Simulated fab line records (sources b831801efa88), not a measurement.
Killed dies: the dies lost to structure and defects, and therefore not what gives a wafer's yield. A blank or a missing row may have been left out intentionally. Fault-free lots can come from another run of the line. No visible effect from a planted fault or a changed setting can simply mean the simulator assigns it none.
fab line records + flow gf180mcu
[record]
- lots = 13
- wafers = 39
- last_day = 34
route steps=602 shown HV_LDD@192 V1@340 M2@377
lots with no fault: from the same line, run without faults
start_h: hours from the record's opening day to when the first of the lot's shown wafers began + wait_h: how many hours have passed since the lot's step before this one + " the same as in the row above + L1.1+2: a single row standing in for several wafers + - no value present, or no start provided + * or withheld: withheld + < > ~ a bound
route shown NAME@n: a module of which the file shows steps, and the number in the route of the first + usual: mean/standard deviation of fault-free wafers + same: alike in all rows + chamber/n: place in a boat + sites: readings site by site + _std_site: their standard deviation + _edge_site: the outer-site mean with the inner-site mean subtracted + radius_mm: how far each site lies from the wafer's centre + mask NAME#n: copy n + behind: the last tool/chamber to shape the wafer + hold: reason for holding the lot/hours on hold/outcome of the hold + device: the n, p or np transistor that did not switch + end of line: at the end of the route, the tests of the same wafers + a step given without rows: its recipe and nothing more + killed: dies lost to structure and defects at the first sort, not the wafer's yield + map: dies across one wafer; x = killed, . = not, _ = none there
set.NAME: the run value of the setting; set.NAME@STEP: its run value at that earlier step + model.NAME: the simulator's own value behind a step, which no gauge read
a sample of lots followed through the steps of the route, with each step as a table and each wafer as a row
services: from which hour (start_h, from the record's first day; less than 0 if before it) a tool's chamber was out of use, for how many hours, and why
[[steps]]
[step GF_HV_LDD_EXPOSE_16]
[recipe]
- mask_id = Pplus_LV_AREA
- target_cd_nm = 400
- na = 0.6
- source_shape = conventional
- sigma_outer = 0.6
- dose_mj = 140
[usual]
- exposure_dose_mJ_cm2 = 140.01/0.15
| lot.wafer | tool             | chamber | start_h | wait_h | mask            | exposure_dose_mJ_cm2 |
|-----------|------------------|---------|---------|--------|-----------------|----------------------|
| L862.2    | iline_stepper-02 | 0       | 234.41  | -      | Pplus_LV_AREA#0 | 139.95               |
| L862.4    | "                | 0       | "       | "      | Pplus_LV_AREA#0 | 139.95               |
| L862.6    | "                | 0       | "       | "      | Pplus_LV_AREA#0 | 139.91               |
| L863.2    | iline_stepper-02 | 0       | 245.28  | -      | Pplus_LV_AREA#0 | 139.94               |
| L863.4    | "                | 0       | "       | "      | Pplus_LV_AREA#0 | 139.84               |
| L863.6    | "                | 0       | "       | "      | Pplus_LV_AREA#0 | 140.01               |
| L865.1    | iline_stepper-01 | 0       | 259.16  | -      | Pplus_LV_AREA#0 | 140.39               |
| L865.2    | "                | 0       | "       | "      | Pplus_LV_AREA#0 | 140.09               |
| L865.4    | "                | 0       | "       | "      | Pplus_LV_AREA#0 | 140.07               |
| L866.2    | iline_stepper-01 | 0       | 266.83  | -      | Pplus_LV_AREA#0 | 139.69               |
| L866.3    | "                | 0       | "       | "      | Pplus_LV_AREA#0 | 139.61               |
| L866.6    | "                | 0       | "       | "      | Pplus_LV_AREA#0 | 139.79               |
| L867.1    | iline_stepper-02 | 0       | 274.19  | -      | Pplus_LV_AREA#0 | 139.93               |
| L867.3    | "                | 0       | "       | "      | Pplus_LV_AREA#0 | 139.91               |
| L867.4    | "                | 0       | "       | "      | Pplus_LV_AREA#0 | 139.68               |
| L869.3    | iline_stepper-02 | 0       | 292.54  | -      | Pplus_LV_AREA#0 | 140.07               |
| L869.4    | "                | 0       | "       | "      | Pplus_LV_AREA#0 | 139.91               |
| L869.5    | "                | 0       | "       | "      | Pplus_LV_AREA#0 | 140.01               |
| L870.3    | iline_stepper-02 | 0       | 296.30  | -      | Pplus_LV_AREA#0 | 140.05               |
| L870.4    | "                | 0       | "       | "      | Pplus_LV_AREA#0 | 140.12               |
| L870.6    | "                | 0       | "       | "      | Pplus_LV_AREA#0 | 139.89               |
| L871.1    | iline_stepper-01 | 0       | 306.29  | -      | Pplus_LV_AREA#0 | 139.80               |
| L871.3    | "                | 0       | "       | "      | Pplus_LV_AREA#0 | 139.51               |
| L871.4    | "                | 0       | "       | "      | Pplus_LV_AREA#0 | 139.89               |
| L872.3    | iline_stepper-02 | 0       | 312.71  | -      | Pplus_LV_AREA#0 | 139.91               |
| L872.5    | "                | 0       | "       | "      | Pplus_LV_AREA#0 | 139.83               |
| L872.6    | "                | 0       | "       | "      | Pplus_LV_AREA#0 | 140.01               |
| L873.1    | iline_stepper-02 | 0       | 320.26  | -      | Pplus_LV_AREA#0 | 139.79               |
| L873.3    | "                | 0       | "       | "      | Pplus_LV_AREA#0 | 140.20               |
| L873.5    | "                | 0       | "       | "      | Pplus_LV_AREA#0 | 140.06               |
| L876.2    | iline_stepper-01 | 0       | 348.11  | -      | Pplus_LV_AREA#0 | 137.70               |
| L876.5    | "                | 0       | "       | "      | Pplus_LV_AREA#0 | 137.52               |
| L876.6    | "                | 0       | "       | "      | Pplus_LV_AREA#0 | 137.39               |
| L879.1    | iline_stepper-01 | 0       | 367.32  | -      | Pplus_LV_AREA#0 | 137.31               |
| L879.2    | "                | 0       | "       | "      | Pplus_LV_AREA#0 | 137.42               |
| L879.4    | "                | 0       | "       | "      | Pplus_LV_AREA#0 | 137.54               |
| L882.2    | iline_stepper-02 | 0       | 383.92  | -      | Pplus_LV_AREA#0 | 140.02               |
| L882.5    | "                | 0       | "       | "      | Pplus_LV_AREA#0 | 139.82               |
| L882.6    | "                | 0       | "       | "      | Pplus_LV_AREA#0 | 139.97               |
[step GF_HV_LDD_CD_MEAS_19]
[recipe]
- target_cd_nm = 400
[usual]
- cd_nm = 400.9/2.3
| lot.wafer | tool      | chamber | start_h | wait_h | cd_nm |
|-----------|-----------|---------|---------|--------|-------|
| L862.2    | cd_sem-02 | -       | 243.38  | 0.1    | 401.5 |
| L862.4    | "         | -       | "       | "      | 399.3 |
| L862.6    | "         | -       | "       | "      | 401.8 |
| L863.2    | cd_sem-01 | -       | 254.59  | 0.1    | 403.2 |
| L863.4    | "         | -       | "       | "      | 403.2 |
| L863.6    | "         | -       | "       | "      | 403.7 |
| L865.1    | cd_sem-02 | -       | 268.95  | 0.1    | 402.2 |
| L865.2    | "         | -       | "       | "      | 403.9 |
| L865.4    | "         | -       | "       | "      | 401.9 |
| L866.2    | cd_sem-02 | -       | 276.37  | 0.1    | 403.3 |
| L866.3    | "         | -       | "       | "      | 403.5 |
| L866.6    | "         | -       | "       | "      | 405.0 |
| L867.1    | cd_sem-01 | -       | 283.41  | 0.1    | 404.4 |
| L867.3    | "         | -       | "       | "      | 403.1 |
| L867.4    | "         | -       | "       | "      | 402.6 |
| L869.3    | cd_sem-02 | -       | 301.75  | 0.1    | 399.5 |
| L869.4    | "         | -       | "       | "      | 402.2 |
| L869.5    | "         | -       | "       | "      | 399.4 |
| L870.3    | cd_sem-01 | -       | 306.39  | 0.1    | 399.0 |
| L870.4    | "         | -       | "       | "      | 400.2 |
| L870.6    | "         | -       | "       | "      | 399.0 |
| L871.1    | cd_sem-01 | -       | 316.85  | 0.1    | 404.1 |
| L871.3    | "         | -       | "       | "      | 402.8 |
| L871.4    | "         | -       | "       | "      | 404.7 |
| L872.3    | cd_sem-01 | -       | 322.70  | 0.1    | 403.9 |
| L872.5    | "         | -       | "       | "      | 402.4 |
| L872.6    | "         | -       | "       | "      | 401.5 |
| L873.1    | cd_sem-02 | -       | 329.96  | 0.1    | 399.6 |
| L873.3    | "         | -       | "       | "      | 398.4 |
| L873.5    | "         | -       | "       | "      | 399.4 |
| L876.2    | cd_sem-01 | -       | 358.52  | 0.1    | 390.4 |
| L876.5    | "         | -       | "       | "      | 391.7 |
| L876.6    | "         | -       | "       | "      | 392.7 |
| L879.1    | cd_sem-02 | -       | 378.45  | 0.1    | 396.4 |
| L879.2    | "         | -       | "       | "      | 394.8 |
| L879.4    | "         | -       | "       | "      | 394.9 |
| L882.2    | cd_sem-01 | -       | 395.18  | 0.1    | 404.4 |
| L882.5    | "         | -       | "       | "      | 403.6 |
| L882.6    | "         | -       | "       | "      | 402.1 |
[step GF_V1_BOW_MEAS_05]
[recipe]
- mode = bow
[usual]
- V1_BOW = 82/6.7
| lot.wafer | tool          | chamber | start_h | wait_h | V1_BOW[um] |
|-----------|---------------|---------|---------|--------|------------|
| L862.2    | film_metro-01 | -       | 398.44  | 0.2    | 76         |
| L862.4    | "             | -       | "       | "      | 68         |
| L862.6    | "             | -       | "       | "      | 83         |
| L863.2    | film_metro-03 | -       | 414.47  | 0.3    | 87         |
| L863.4    | "             | -       | "       | "      | 84         |
| L863.6    | "             | -       | "       | "      | 86         |
| L865.1    | film_metro-03 | -       | 434.02  | 0.1    | 81         |
| L865.2    | "             | -       | "       | "      | 83         |
| L865.4    | "             | -       | "       | "      | 78         |
| L866.2    | film_metro-01 | -       | 440.97  | 0.3    | 87         |
| L866.3    | "             | -       | "       | "      | 80         |
| L866.6    | "             | -       | "       | "      | 72         |
| L867.1    | film_metro-04 | -       | 446.54  | 0.2    | 79         |
| L867.3    | "             | -       | "       | "      | 86         |
| L867.4    | "             | -       | "       | "      | 78         |
| L869.3    | film_metro-03 | -       | 472.58  | 0.3    | 78         |
| L869.4    | "             | -       | "       | "      | 92         |
| L869.5    | "             | -       | "       | "      | 79         |
| L870.3    | film_metro-03 | -       | 478.79  | 0.1    | 85         |
| L870.4    | "             | -       | "       | "      | 91         |
| L870.6    | "             | -       | "       | "      | 80         |
| L871.1    | film_metro-01 | -       | 487.00  | 0.2    | 82         |
| L871.3    | "             | -       | "       | "      | 64         |
| L871.4    | "             | -       | "       | "      | 83         |
| L872.3    | film_metro-01 | -       | 494.68  | 0.1    | 87         |
| L872.5    | "             | -       | "       | "      | 81         |
| L872.6    | "             | -       | "       | "      | 95         |
| L873.1    | film_metro-03 | -       | 502.30  | 0.3    | 83         |
| L873.3    | "             | -       | "       | "      | 85         |
| L873.5    | "             | -       | "       | "      | 78         |
| L876.2    | film_metro-01 | -       | 531.04  | 0.2    | 80         |
| L876.5    | "             | -       | "       | "      | 85         |
| L876.6    | "             | -       | "       | "      | 74         |
| L879.1    | film_metro-03 | -       | 577.23  | 0.3    | 83         |
| L879.2    | "             | -       | "       | "      | 97         |
| L879.4    | "             | -       | "       | "      | 77         |
| L882.2    | film_metro-01 | -       | 578.06  | 0.2    | 79         |
| L882.5    | "             | -       | "       | "      | 78         |
| L882.6    | "             | -       | "       | "      | 91         |
[step GF_M2_OVL_MEAS_15]
[usual]
- M2_OVL = 0/6.1
| lot.wafer | tool       | chamber | start_h | wait_h | M2_OVL[nm] |
|-----------|------------|---------|---------|--------|------------|
| L862.2    | overlay-02 | -       | 447.52  | 0.1    | 2          |
| L862.4    | "          | -       | "       | "      | -1         |
| L862.6    | "          | -       | "       | "      | -5         |
| L863.2    | overlay-02 | -       | 464.02  | 0.1    | 0          |
| L863.4    | "          | -       | "       | "      | 2          |
| L863.6    | "          | -       | "       | "      | -5         |
| L865.1    | overlay-02 | -       | 483.91  | 0.1    | 3          |
| L865.2    | "          | -       | "       | "      | 5          |
| L865.4    | "          | -       | "       | "      | -3         |
| L866.2    | overlay-02 | -       | 491.32  | 0.1    | -5         |
| L866.3    | "          | -       | "       | "      | -3         |
| L866.6    | "          | -       | "       | "      | -1         |
| L867.1    | overlay-01 | -       | 496.58  | 0.1    | 0          |
| L867.3    | "          | -       | "       | "      | -3         |
| L867.4    | "          | -       | "       | "      | -6         |
| L869.3    | overlay-02 | -       | 522.53  | 0.1    | 5          |
| L869.4    | "          | -       | "       | "      | 2          |
| L869.5    | "          | -       | "       | "      | 8          |
| L870.3    | overlay-02 | -       | 528.18  | 0.1    | -9         |
| L870.4    | "          | -       | "       | "      | -6         |
| L870.6    | "          | -       | "       | "      | 2          |
| L871.1    | overlay-02 | -       | 535.51  | 0.1    | 4          |
| L871.3    | "          | -       | "       | "      | 9          |
| L871.4    | "          | -       | "       | "      | 9          |
| L872.3    | overlay-02 | -       | 542.98  | 0.1    | 2          |
| L872.5    | "          | -       | "       | "      | 2          |
| L872.6    | "          | -       | "       | "      | -5         |
| L873.1    | overlay-01 | -       | 549.71  | 0.1    | 5          |
| L873.3    | "          | -       | "       | "      | 8          |
| L873.5    | "          | -       | "       | "      | 9          |
| L876.2    | overlay-01 | -       | 576.08  | 0.1    | -1         |
| L876.5    | "          | -       | "       | "      | -7         |
| L876.6    | "          | -       | "       | "      | -6         |
| L879.1    | overlay-02 | -       | 620.21  | 0.1    | -3         |
| L879.2    | "          | -       | "       | "      | -5         |
| L879.4    | "          | -       | "       | "      | 0          |
| L882.2    | overlay-02 | -       | 621.68  | 0.1    | -7         |
| L882.5    | "          | -       | "       | "      | 2          |
| L882.6    | "          | -       | "       | "      | -6         |
[step GF_M2_METAL_ETCH_16]
[recipe]
- chemistry = Cl2/BCl3
- mask_material = KrF
- target_depth_nm = 750.8
- stop_on = SiO2
- pressure_mtorr = 8
- icp_w = 800
- bias_w = 140
- Cl2_flow_sccm = 80
- bcl3_flow_sccm = 40
- time_s = 125.1
[usual]
- drypump_motor_current_A = 5.8/0.4
- oes_product_au = 0.990/0.0056
- throttle_valve_pct = 28.231/0.0089
| lot.wafer | tool         | chamber | start_h | wait_h | drypump_motor_current_A | oes_product_au | rf_hours_counter_h | throttle_valve_pct |
|-----------|--------------|---------|---------|--------|-------------------------|----------------|--------------------|--------------------|
| L862.2    | rie_metal-02 | 1       | 447.55  | 0.0    | 5.6                     | 0.979          | 2                  | 28.226             |
| L862.4    | "            | 1       | "       | "      | 5.6                     | 0.986          | -                  | 28.235             |
| L862.6    | "            | 0       | "       | "      | 5.7                     | 0.988          | -                  | 28.224             |
| L863.2    | rie_metal-03 | 1       | 464.05  | 0.0    | 5.3                     | 1.000          | 10                 | 28.226             |
| L863.4    | "            | 1       | "       | "      | 5.3                     | 1.002          | -                  | 28.227             |
| L863.6    | "            | 0       | "       | "      | 6.5                     | 0.994          | -                  | 28.224             |
| L865.1    | rie_metal-03 | 0       | 483.95  | 0.0    | 6.5                     | 0.988          | 2                  | 28.230             |
| L865.2    | "            | 1       | "       | "      | 5.2                     | 0.986          | 11                 | 28.232             |
| L865.4    | "            | 1       | "       | "      | 5.3                     | 0.994          | -                  | 28.225             |
| L866.2    | rie_metal-02 | 1       | 491.35  | 0.0    | 5.7                     | 0.991          | 3                  | 28.221             |
| L866.3    | "            | 0       | "       | "      | 5.7                     | 0.988          | -                  | 28.224             |
| L866.6    | "            | 1       | "       | "      | 5.7                     | 1.003          | -                  | 28.227             |
| L867.1    | rie_metal-03 | 0       | 496.62  | 0.0    | 6.5                     | 0.990          | 2                  | 28.226             |
| L867.3    | "            | 0       | "       | "      | 6.5                     | 1.002          | -                  | 28.223             |
| L867.4    | "            | 1       | "       | "      | 5.3                     | 0.990          | -                  | 28.235             |
| L869.3    | rie_metal-03 | 0       | 522.59  | 0.1    | 6.5                     | 0.994          | -                  | 28.233             |
| L869.4    | "            | 1       | "       | "      | 5.3                     | 0.982          | -                  | 28.222             |
| L869.5    | "            | 1       | "       | "      | 5.3                     | 0.987          | -                  | 28.230             |
| L870.3    | rie_metal-04 | 1       | 528.24  | 0.1    | 5.7                     | 0.998          | -                  | 28.227             |
| L870.4    | "            | 0       | "       | "      | 5.9                     | 0.984          | -                  | 28.239             |
| L870.6    | "            | 1       | "       | "      | 5.7                     | 0.992          | -                  | 28.218             |
| L871.1    | rie_metal-02 | 1       | 535.55  | 0.0    | 5.7                     | 0.984          | 4                  | 28.228             |
| L871.3    | "            | 1       | "       | "      | 5.6                     | 0.990          | -                  | 28.253             |
| L871.4    | "            | 0       | "       | "      | 5.7                     | 0.982          | -                  | 28.229             |
| L872.3    | rie_metal-04 | 1       | 543.04  | 0.1    | 5.7                     | 0.999          | -                  | 28.233             |
| L872.5    | "            | 0       | "       | "      | 5.9                     | 0.991          | -                  | 28.229             |
| L872.6    | "            | 1       | "       | "      | 5.7                     | 0.993          | -                  | 28.228             |
| L873.1    | rie_metal-03 | 0       | 549.75  | 0.0    | 6.5                     | 1.004          | 4                  | 28.229             |
| L873.3    | "            | 1       | "       | "      | 5.3                     | 0.995          | -                  | 28.243             |
| L873.5    | "            | 1       | "       | "      | 5.3                     | 0.994          | -                  | 28.240             |
| L876.2    | rie_metal-02 | 1       | 576.11  | 0.0    | 5.7                     | 0.979          | 5                  | 28.245             |
| L876.5    | "            | 1       | "       | "      | 5.7                     | 0.986          | -                  | 28.247             |
| L876.6    | "            | 0       | "       | "      | 5.7                     | 0.995          | -                  | 28.224             |
| L879.1    | rie_metal-03 | 1       | 620.24  | 0.0    | 5.3                     | 0.986          | 15                 | 28.246             |
| L879.2    | "            | 0       | "       | "      | 6.5                     | 0.984          | 6                  | 28.233             |
| L879.4    | "            | 1       | "       | "      | 5.3                     | 0.984          | -                  | 28.220             |
| L882.2    | rie_metal-03 | 0       | 621.71  | 0.0    | 6.5                     | 0.993          | 6                  | 28.226             |
| L882.5    | "            | 1       | "       | "      | 5.3                     | 0.993          | -                  | 28.229             |
| L882.6    | "            | 0       | "       | "      | 6.5                     | 0.988          | -                  | 28.237             |
[[services]]
| tool             | chamber | start_h | hours | kind                    |
|------------------|---------|---------|-------|-------------------------|
| iline_stepper-02 | 0       | 234.68  | -     | calibration             |
| iline_stepper-02 | -       | 252.83  | 1.7   | pm                      |
| iline_stepper-02 | -       | 301.15  | 3.2   | repair                  |
| rie_metal-02     | 1       | 319.34  | 42.7  | repair                  |
| iline_stepper-01 | -       | 349.38  | 1.7   | pm                      |
| rie_metal-03     | 0       | 362.38  | -     | clean                   |
| rie_metal-03     | 0       | 362.38  | 24.3  | scheduled_down          |
| rie_metal-03     | 0       | 362.38  | 24.3  | vent_cycle              |
| iline_stepper-01 | -       | 378.28  | 2.1   | pm                      |
| iline_stepper-01 | -       | 380.36  | -     | consumable_replace:lamp |
| iline_stepper-01 | 0       | 416.86  | -     | calibration             |
| rie_metal-03     | 0       | 419.87  | 15.9  | repair                  |
| rie_metal-03     | 0       | 440.37  | 5.8   | repair                  |
| iline_stepper-02 | 0       | 451.03  | -     | calibration             |
| rie_metal-03     | -       | 452.95  | 2.8   | pm                      |
| rie_metal-03     | 0       | 466.98  | 2.2   | repair                  |
| iline_stepper-02 | -       | 471.01  | 1.7   | pm                      |
| iline_stepper-01 | -       | 567.56  | 1.7   | pm                      |
| iline_stepper-01 | -       | 577.65  | 5.1   | repair                  |
| iline_stepper-01 | -       | 582.97  | 0.9   | repair                  |
| iline_stepper-02 | -       | 588.18  | 10.7  | repair                  |
| rie_metal-03     | 0       | 588.61  | 11.0  | repair                  |
| rie_metal-04     | -       | 603.18  | 3.1   | repair                  |
| iline_stepper-02 | -       | 619.02  | 4.4   | pm                      |
[[key]]
[first_sign]
- step = GF_HV_LDD_EXPOSE_16
- reading = exposure_dose_mJ_cm2
- direction = down
- sigmas = 16
- usual = 140.01
- struck = 137.48
[effect]
- step = GF_HV_LDD_CD_MEAS_19
- reading = cd_nm
- direction = down
- sigmas = 3.2
- usual = 400.9
- struck = 393.5
met_at GF_HV_LDD_EXPOSE_16
struck_lots L876,L879
tester_left_out L876,L879
not_acting_at GF_V1_BOW_MEAS_05,GF_M2_OVL_MEAS_15,GF_M2_METAL_ETCH_16
onset_between 306.29 348.11
[fault]
- kind = process_parameter_drift
- tool = iline_stepper-01
- chamber = -
- onset_h = 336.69
- steps = GF_HV_LDD_EXPOSE_16
- channel = dose_mj
- offset = -2.4701
- shape = step
- acts_in = these_recipes_only
- stated = 140
// tester_left_out: of these lots the tester's yield and bins aren't shown, on N5 and GAA mostly nor the transistor test; their killed dies are dies lost to structure and defects alone, not to doping, threshold or leakage, so they don't give the yield
